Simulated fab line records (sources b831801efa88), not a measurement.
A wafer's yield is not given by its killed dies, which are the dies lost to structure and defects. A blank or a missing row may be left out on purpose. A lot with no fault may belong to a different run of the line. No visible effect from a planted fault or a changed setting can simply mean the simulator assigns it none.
Problem report, 8D (eight disciplines) form, completed by code    flow sky130    the parts of the form that need people (team, actions taken, sign-off) are left out

## 1. THE PROBLEM
Wafers without a fault read 15, standard deviation 4; killed at front end at SKY_PAD_OPEN_PROBE_99 reads a mean of 48 on 6 wafers belonging to 2 lots. That puts it +8.4 standard deviations away from the usual mean.
First observed at day 47 09:28: wafer L883.2, on prober-02. The record holds 6 wafers of 2 lots with a number at this step. The rule behind "out" and "out of limits": a value lying over 4 standard deviations away from the usual mean. All remaining wafers that have a number are taken as sound.

## 2. WHAT IT IS; WHAT IT IS NOT
question                     is                      is not
which readings at this step  killed at front end     killed_at_M0_to_M3, killed_at_M4_up, killed at other
which lots                   L883, L888              -
which wafers of those lots   all that have a number  -
read on which tools          prober-01, prober-02    -
when                         from day 47 09:28       up to then (0 sound wafers)

## 3. THE SUSPECTS, EACH WITH WHAT RULES IT OUT
Counting: a tool stays on the suspect list if, at a process step up to the reading, it processed all lots that are out and no sound lot following the first of them.
- plasma asher-02 at SKY_VT_ADJUST_HVTR_STRIP_10 (strips in O2/N2): kept. It ran every lot that is out, first L883 (day 11 09:57), and no sound lot after that.
After counting, what remains is plasma asher-02 at SKY_VT_ADJUST_HVTR_STRIP_10.

## 4. THE CAUSE (what the simulator had put in)
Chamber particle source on plasma asher-02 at SKY_VT_ADJUST_HVTR_STRIP_10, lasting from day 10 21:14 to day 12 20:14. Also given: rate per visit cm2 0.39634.
This tool alone remained once counting was done.

## 5. SEQUENCE OF EFFECTS, ordered by route
Each row: a reading whose mean over the struck wafers that have a number lies more than 3 standard deviations from the usual. Readings are gone through only where the record gives a usual standard deviation; hours: the median, over the lots, of the time from a lot's start at the first step in this table giving one to that lot's start at this step; sigmas: the change measured in usual standard deviations.
hours  step                   reading              usual  on struck wafers  change  sigmas
0      SKY_PAD_OPEN_PROBE_99  killed at front end  15     48                +34     +8.4
The process steps in it:
- SKY_PAD_OPEN_PROBE_99

## 6. HOW IT WOULD HAVE BEEN CAUGHT EARLIER
First out-of-limits reading in this record: day 47 09:28, which is 876 hours after fault onset at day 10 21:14.
Tool readings at SKY_VT_ADJUST_HVTR_STRIP_10 with a usual standard deviation given in the record: none out on any struck wafer, hence no alarm at a limit of 4 standard deviations on them.
By day 47 09:28 the whole set of lots that are out, 2 in number, had already begun SKY_VT_ADJUST_HVTR_STRIP_10 on plasma asher-02. Tool hold at that time: it would have spared none of them.
